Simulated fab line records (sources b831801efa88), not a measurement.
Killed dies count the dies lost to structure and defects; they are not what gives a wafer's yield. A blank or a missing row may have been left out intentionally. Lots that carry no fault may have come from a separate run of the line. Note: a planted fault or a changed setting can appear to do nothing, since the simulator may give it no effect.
Which of the tools did it? :: flow gf180mcu :: Sampling: 6 lots, 18 wafers, 3 of 602 route steps

WHAT THE GAUGES READ, wafer by wafer
GF_MIM_RS_MEAS_10: the measuring method here is four-point-probe.
lot: L772
measured: day 25 03:18
on: film-metro-03
MIM_ALCU_RS (ohm/sq): 0.1583 0.1586 0.1595

lot: L777
measured: day 27 00:52
on: film-metro-01
MIM_ALCU_RS (ohm/sq): 0.1593 0.1591 0.1614

lot: L780
measured: day 28 02:54
on: film-metro-03
MIM_ALCU_RS (ohm/sq): 0.1579 0.1578 0.1589

lot: L782
measured: day 28 15:55
on: film-metro-03
MIM_ALCU_RS (ohm/sq): 0.1606 0.1613 0.1617

lot: L785
measured: day 29 14:50
on: film-metro-04
MIM_ALCU_RS (ohm/sq): 0.1623 0.1619 0.1617

lot: L788
measured: day 30 11:23
on: film-metro-04
MIM_ALCU_RS (ohm/sq): 0.1589 0.1579 0.1597

TOOL THAT RAN EACH LOT (tool first, then ch and the chambers of the sampled wafers, then the start)
lot: L772
GF_V4_STRIP_18: plasma-asher-04 ch 0,1, day 25 01:39
GF_MIM_SPUTTER_09: pvd-sputter-02, day 25 03:16

lot: L777
GF_V4_STRIP_18: plasma-asher-03 ch 0,1, day 26 23:13
GF_MIM_SPUTTER_09: pvd-sputter-03, day 27 00:47

lot: L780
GF_V4_STRIP_18: plasma-asher-04 ch 0,1, day 28 01:15
GF_MIM_SPUTTER_09: pvd-sputter-03, day 28 02:50

lot: L782
GF_V4_STRIP_18: plasma-asher-03 ch 0,1, day 28 14:08
GF_MIM_SPUTTER_09: pvd-sputter-02, day 28 15:52

lot: L785
GF_V4_STRIP_18: plasma-asher-04 ch 0,1, day 29 13:10
GF_MIM_SPUTTER_09: pvd-sputter-01, day 29 14:48

lot: L788
GF_V4_STRIP_18: plasma-asher-01 ch 0,1, day 30 09:44
GF_MIM_SPUTTER_09: pvd-sputter-01, day 30 11:19
- GF_V4_STRIP_18: strips in O2/N2.
- GF_MIM_SPUTTER_09: material TiN, target thk 35 nm, time 29.2 s.

THE ANSWER, worked out from the rows above alone
Rule: what is usual is taken from the lots themselves. The widest of any qualifying gaps counts: lots, ordered by their means at a reading, are off when they make up no more than a third of the lots, leave a main group of 4 or more, and stand apart from it by 3 or more times the standard deviation of that group's means. A main group is skipped when, at the precision printed for the reading in the tables above, its means are all equal. A lot without any number at a reading at which 4 lots or more have one is off too. Where the step has rows for the other lots, those lots are counted as sound.
No lot is off on any of the readings shown, so nothing can be concluded from this.

WHAT THE SIMULATOR HAD INSERTED
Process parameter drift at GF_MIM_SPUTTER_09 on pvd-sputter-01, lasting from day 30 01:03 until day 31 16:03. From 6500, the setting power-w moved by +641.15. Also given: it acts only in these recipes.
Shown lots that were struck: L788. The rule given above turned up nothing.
